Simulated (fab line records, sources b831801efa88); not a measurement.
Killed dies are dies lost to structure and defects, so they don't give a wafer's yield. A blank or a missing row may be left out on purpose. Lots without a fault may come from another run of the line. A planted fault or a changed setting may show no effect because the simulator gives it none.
Which tool did it? | flow sfq_line | 15 lots, 45 wafers sampled, at 6 steps of a route of 325

WHAT THE GAUGES READ, wafer by wafer
SFQ_M2_RS_MEAS_914: measures by four-point-probe. Usual: M2_NB_RS 0.889 ohm/sq, standard deviation 0.0082.
lot  | measured     | on            | M2_NB_RS (ohm/sq) | flag
L232 | day 26 18:32 | film_metro-04 | 0.905 0.893 0.893 |
L233 | day 27 07:04 | film_metro-04 | 0.885 0.902 0.882 |
L234 | day 27 13:26 | film_metro-01 | 0.900 0.885 0.884 |
L235 | day 27 17:17 | film_metro-03 | 0.887 0.888 0.886 |
L236 | day 27 18:14 | film_metro-03 | 0.879 0.890 0.880 |
L237 | day 27 22:54 | film_metro-01 | 0.892 0.882 0.881 |
L239 | day 28 07:47 | film_metro-01 | 0.893 0.897 0.887 |
L241 | day 28 12:34 | film_metro-04 | 0.889 0.896 0.891 |
L243 | day 29 19:15 | film_metro-01 | 0.899 0.905 0.906 |
L244 | day 30 02:53 | film_metro-03 | 0.883 0.877 0.888 |
L246 | day 30 21:49 | film_metro-03 | 0.885 0.880 0.880 |
L251 | day 32 18:17 | film_metro-03 | 0.885 0.882 0.880 |
L252 | day 33 08:11 | film_metro-04 | 0.893 0.881 0.891 |
L253 | day 33 11:29 | film_metro-03 | 0.889 0.890 0.878 |
L254 | day 34 17:28 | film_metro-01 | 0.897 0.893 0.902 |

WHICH TOOL RAN EACH LOT (tool, then ch and the chambers of the sampled wafers, then the start)
lot  | SFQ_TRILAYER_L0_DEP_SPUTTER_003 | SFQ_TRILAYER_L0_CAP_PECVD_011   | SFQ_TRILAYER_L0_VIA_ETCH_VIA_ETCH_016 | SFQ_TRILAYER_L0_VIA_STRIP_STRIP_017 | SFQ_TRILAYER_M0_LITHO_EXPOSE_022
L232 | pvd_sputter-04, day 1 12:29     | pecvd-04 ch 0,2, day 5 09:43    | rie_diel-04 ch 0,3, day 9 01:04       | rie_metal-03 ch 0,1, day 9 01:07    | krf_scanner-02 ch 0, day 13 20:35
L233 | pvd_sputter-03, day 1 17:29     | pecvd-01 ch 0,1,2, day 5 14:31  | rie_diel-04 ch 0,1,3, day 9 11:52     | rie_metal-01 ch 0,1, day 9 12:07    | krf_scanner-02 ch 0, day 14 08:47
L234 | pvd_sputter-06, day 1 22:29     | pecvd-02 ch 0,1, day 5 19:19    | rie_diel-04 ch 0,2,3, day 9 19:04     | rie_metal-03 ch 0,1, day 9 19:07    | krf_scanner-02 ch 0, day 14 19:11
L235 | pvd_sputter-03, day 2 03:29     | pecvd-04 ch 0,1,2, day 5 22:56  | rie_diel-01 ch 0,1,3, day 9 22:40     | rie_metal-02 ch 0,1, day 9 22:55    | krf_scanner-02 ch 0, day 14 20:59
L236 | pvd_sputter-04, day 2 08:29     | pecvd-02 ch 0,2, day 6 00:07    | rie_diel-01 ch 0,1,3, day 10 03:35    | rie_metal-01 ch 0,1, day 10 03:38   | krf_scanner-02 ch 0, day 14 21:35
L237 | pvd_sputter-06, day 2 13:29     | pecvd-01 ch 0,1, day 6 01:20    | rie_diel-03 ch 0,1,2, day 10 05:59    | rie_metal-01 ch 0,1, day 10 06:14   | krf_scanner-02 ch 0, day 14 23:11
L239 | pvd_sputter-03, day 2 23:29     | pecvd-01 ch 1,2, day 6 09:44    | rie_diel-04 ch 0,1,2, day 10 18:07    | rie_metal-03 ch 1, day 10 18:34     | krf_scanner-02 ch 0, day 15 01:35
L241 | pvd_sputter-03, day 3 09:29     | pecvd-04 ch 0,2, day 6 18:07    | rie_diel-03 ch 1,2, day 11 00:07      | rie_metal-01 ch 0,1, day 11 00:10   | krf_scanner-02 ch 0, day 15 03:47
L243 | pvd_sputter-03, day 3 19:29     | pecvd-02 ch 0,1,2, day 7 06:10  | rie_diel-03 ch 0,2,3, day 11 10:55    | rie_metal-01 ch 0,1, day 11 10:58   | krf_scanner-01 ch 0, day 16 14:12
L244 | pvd_sputter-03, day 4 00:29     | pecvd-04 ch 1,2, day 7 12:11    | rie_diel-01 ch 2,3, day 11 18:07      | rie_metal-02 ch 0,1, day 11 18:22   | krf_scanner-01 ch 0, day 16 21:36
L246 | pvd_sputter-04, day 4 10:29     | pecvd-01 ch 0,1, day 8 02:34    | rie_diel-03 ch 0,1, day 12 14:38      | rie_metal-01 ch 0,1, day 12 14:41   | krf_scanner-02 ch 0, day 17 16:31
L251 | pvd_sputter-04, day 5 11:29     | pecvd-04 ch 0,1, day 9 06:40    | rie_diel-03 ch 0,1,3, day 14 02:46    | rie_metal-03 ch 0,1, day 14 02:49   | krf_scanner-01 ch 0, day 19 18:45
L252 | pvd_sputter-06, day 5 16:29     | pecvd-01 ch 0,1, day 9 17:38    | rie_diel-01 ch 0,2,3, day 14 18:22    | rie_metal-03 ch 0,1, day 14 18:25   | krf_scanner-01, day 20 10:21
L253 | pvd_sputter-06, day 5 21:29     | pecvd-04 ch 0,1, day 9 22:16    | rie_diel-03 ch 0,2,3, day 14 23:58    | rie_metal-01 ch 0, day 15 00:13     | krf_scanner-01, day 20 17:33
L254 | pvd_sputter-03, day 6 02:29     | pecvd-04 ch 0,1,2, day 10 09:54 | rie_diel-03 ch 0,2, day 15 10:46      | rie_metal-02 ch 0,1, day 15 10:49   | krf_scanner-02, day 21 11:28
- SFQ_TRILAYER_L0_DEP_SPUTTER_003: material MoNx KI, target thk 40 nm, time 100 s.
- SFQ_TRILAYER_L0_CAP_PECVD_011: deposits SiO2 from SiH4/N2O, time 13.333 s, target thk 60 nm.
- SFQ_TRILAYER_L0_VIA_ETCH_VIA_ETCH_016: etches SiO2 in CHF3, stops on MoNx KI, target depth 80 nm.
- SFQ_TRILAYER_L0_VIA_STRIP_STRIP_017: strips in O2.
- SFQ_TRILAYER_M0_LITHO_EXPOSE_022: exposes mask M0, target cd 500 nm.

WHAT THE TOOLS THEMSELVES READ (means of the sampled wafers that have a number; where no wafer has one, the mark that the record gives instead)
SFQ_TRILAYER_L0_DEP_SPUTTER_003. Usual: throttle_valve_pct 30.4 %, standard deviation 0.86.
lot  | tool           | throttle_valve_pct (%) | flag
L232 | pvd_sputter-04 | 30.4                   |
L233 | pvd_sputter-03 | 30.7                   |
L234 | pvd_sputter-06 | 30.8                   |
L235 | pvd_sputter-03 | 30.6                   |
L236 | pvd_sputter-04 | 29.4                   |
L237 | pvd_sputter-06 | 30.2                   |
L239 | pvd_sputter-03 | 31.2                   |
L241 | pvd_sputter-03 | 31.0                   |
L243 | pvd_sputter-03 | 30.9                   |
L244 | pvd_sputter-03 | 30.9                   |
L246 | pvd_sputter-04 | 30.9                   |
L251 | pvd_sputter-04 | 29.3                   |
L252 | pvd_sputter-06 | 30.9                   |
L253 | pvd_sputter-06 | 30.5                   |
L254 | pvd_sputter-03 | 31.1                   |

SFQ_TRILAYER_L0_CAP_PECVD_011. Usual: chamber_pressure_Torr 2.400 Torr, standard deviation 0.0056; heater_power_outer_w 31 W, standard deviation 4.8; heater_power_w 84 W, standard deviation 8.4; throttle_valve_pct 25.3 %, standard deviation 1.4.
lot  | tool     | chamber_pressure_Torr (Torr) | heater_power_outer_w (W) | heater_power_w (W) | throttle_valve_pct (%) | flag
L232 | pecvd-04 | 2.401                        | 30                       | 80                 | 27.0                   |
L233 | pecvd-01 | 2.397                        | 31                       | 86                 | 25.1                   |
L234 | pecvd-02 | 2.396                        | 36                       | 87                 | 25.0                   |
L235 | pecvd-04 | 2.401                        | 31                       | 84                 | 25.6                   |
L236 | pecvd-02 | 2.402                        | 36                       | 84                 | 23.9                   |
L237 | pecvd-01 | 2.402                        | 36                       | 95                 | 25.2                   |
L239 | pecvd-01 | 2.398                        | 31                       | 86                 | 24.9                   |
L241 | pecvd-04 | 2.403                        | 24                       | 70                 | 27.0                   |
L243 | pecvd-02 | 2.406                        | 31                       | 79                 | 24.6                   |
L244 | pecvd-04 | 2.393                        | 26                       | 83                 | 24.4                   |
L246 | pecvd-01 | 2.403                        | 32                       | 90                 | 25.3                   |
L251 | pecvd-04 | 2.398                        | 32                       | 73                 | 26.9                   |
L252 | pecvd-01 | -                            | -                        | -                  | -                      | OFF
L253 | pecvd-04 | -                            | -                        | -                  | -                      | OFF
L254 | pecvd-04 | -                            | -                        | -                  | -                      | OFF

SFQ_TRILAYER_L0_VIA_ETCH_VIA_ETCH_016. Usual: drypump_motor_current_A 5.8 A, standard deviation 0.51; oes_product_au 0.841 a.u., standard deviation 0.0081.
lot  | tool        | drypump_motor_current_A (A) | oes_product_au (a.u.) | flag
L232 | rie_diel-04 | 6.0                         | 0.839                 |
L233 | rie_diel-04 | 5.5                         | 0.846                 |
L234 | rie_diel-04 | 6.1                         | 0.853                 |
L235 | rie_diel-01 | 6.1                         | 0.842                 |
L236 | rie_diel-01 | 6.1                         | 0.848                 |
L237 | rie_diel-03 | 5.4                         | 0.837                 |
L239 | rie_diel-04 | 5.6                         | 0.835                 |
L241 | rie_diel-03 | 5.2                         | 0.843                 |
L243 | rie_diel-03 | 5.8                         | 0.842                 |
L244 | rie_diel-01 | 6.3                         | 0.850                 |
L246 | rie_diel-03 | 5.2                         | 0.837                 |
L251 | rie_diel-03 | 5.5                         | 0.848                 |
L252 | rie_diel-01 | 6.2                         | 0.372                 | OFF
L253 | rie_diel-03 | 5.8                         | 0.375                 | OFF
L254 | rie_diel-03 | 5.7                         | 0.377                 | OFF

SFQ_TRILAYER_L0_VIA_STRIP_STRIP_017. Usual: drypump_motor_current_A 5.7 A, standard deviation 0.56; he_backside_leak_sccm 3.57 sccm, standard deviation 0.27; oes_product_au 0.998 a.u., standard deviation 0.0087.
lot  | tool         | drypump_motor_current_A (A) | he_backside_leak_sccm (sccm) | oes_product_au (a.u.) | flag
L232 | rie_metal-03 | 5.3                         | 3.40                         | 0.991                 |
L233 | rie_metal-01 | 6.2                         | 3.70                         | 0.989                 |
L234 | rie_metal-03 | 5.4                         | 3.42                         | 0.989                 |
L235 | rie_metal-02 | 5.9                         | 4.09                         | 1.002                 |
L236 | rie_metal-01 | 5.9                         | 3.65                         | 1.001                 |
L237 | rie_metal-01 | 5.9                         | 3.74                         | 0.990                 |
L239 | rie_metal-03 | 5.2                         | 3.68                         | 0.993                 |
L241 | rie_metal-01 | 5.9                         | 3.78                         | 0.990                 |
L243 | rie_metal-01 | 5.9                         | 3.79                         | 0.994                 |
L244 | rie_metal-02 | 5.9                         | 3.21                         | 1.003                 |
L246 | rie_metal-01 | 5.8                         | 3.74                         | 1.000                 |
L251 | rie_metal-03 | 5.3                         | 3.48                         | 1.001                 |
L252 | rie_metal-03 | 5.3                         | 3.54                         | 0.997                 |
L253 | rie_metal-01 | 5.5                         | 3.71                         | 1.002                 |
L254 | rie_metal-02 | 5.5                         | 3.44                         | 1.007                 |

SFQ_TRILAYER_M0_LITHO_EXPOSE_022. Usual: exposure_dose_mJ_cm2 14.399, standard deviation 0.014; focus_offset_nm 0.1 nm, standard deviation 0.52; stage_vel_mm_s 500.05 mm/s, standard deviation 0.25.
lot  | tool           | exposure_dose_mJ_cm2 | focus_offset_nm (nm) | stage_vel_mm_s (mm/s) | flag
L232 | krf_scanner-02 | 14.415               | -0.1                 | 500.04                |
L233 | krf_scanner-02 | 14.420               | 0.1                  | 500.00                |
L234 | krf_scanner-02 | 14.399               | 0.6                  | 500.03                |
L235 | krf_scanner-02 | 14.400               | 0.0                  | 499.74                |
L236 | krf_scanner-02 | 14.393               | 0.2                  | 500.22                |
L237 | krf_scanner-02 | 14.399               | -0.2                 | 499.77                |
L239 | krf_scanner-02 | 14.417               | 0.1                  | 500.08                |
L241 | krf_scanner-02 | 14.391               | 0.1                  | 499.86                |
L243 | krf_scanner-01 | 14.374               | -0.2                 | 499.87                |
L244 | krf_scanner-01 | 14.403               | 0.2                  | 500.14                |
L246 | krf_scanner-02 | 14.397               | 0.9                  | 500.02                |
L251 | krf_scanner-01 | 14.403               | 0.2                  | 500.31                |
L252 | krf_scanner-01 | -                    | -                    | -                     | OFF
L253 | krf_scanner-01 | -                    | -                    | -                     | OFF
L254 | krf_scanner-02 | -                    | -                    | -                     | OFF

THE ANSWER, worked out from the rows above alone
Rule: a lot is off if the mean of its wafers that have a number lies more than 3 standard deviations from the usual mean. A lot without any number at a reading at which 4 lots or more have one is off too. The other lots that the step has rows for count as sound. The gauges are gone through in route order, then the tools' own readings, and for those a lot's mean is taken as printed above. The first step at which some lot is off is used, and at that step the reading that is off furthest; a lot without a number counts as furthest.
Off: L252, L253, L254, at SFQ_TRILAYER_L0_CAP_PECVD_011 (chamber_pressure_Torr). Without a number there: L252, L253, L254.
A tool fits if, at that step or a process step before it, it ran every lot that is off, and no sound lot after the first of them. None of those tried fits.

WHAT THE SIMULATOR HAD PUT IN
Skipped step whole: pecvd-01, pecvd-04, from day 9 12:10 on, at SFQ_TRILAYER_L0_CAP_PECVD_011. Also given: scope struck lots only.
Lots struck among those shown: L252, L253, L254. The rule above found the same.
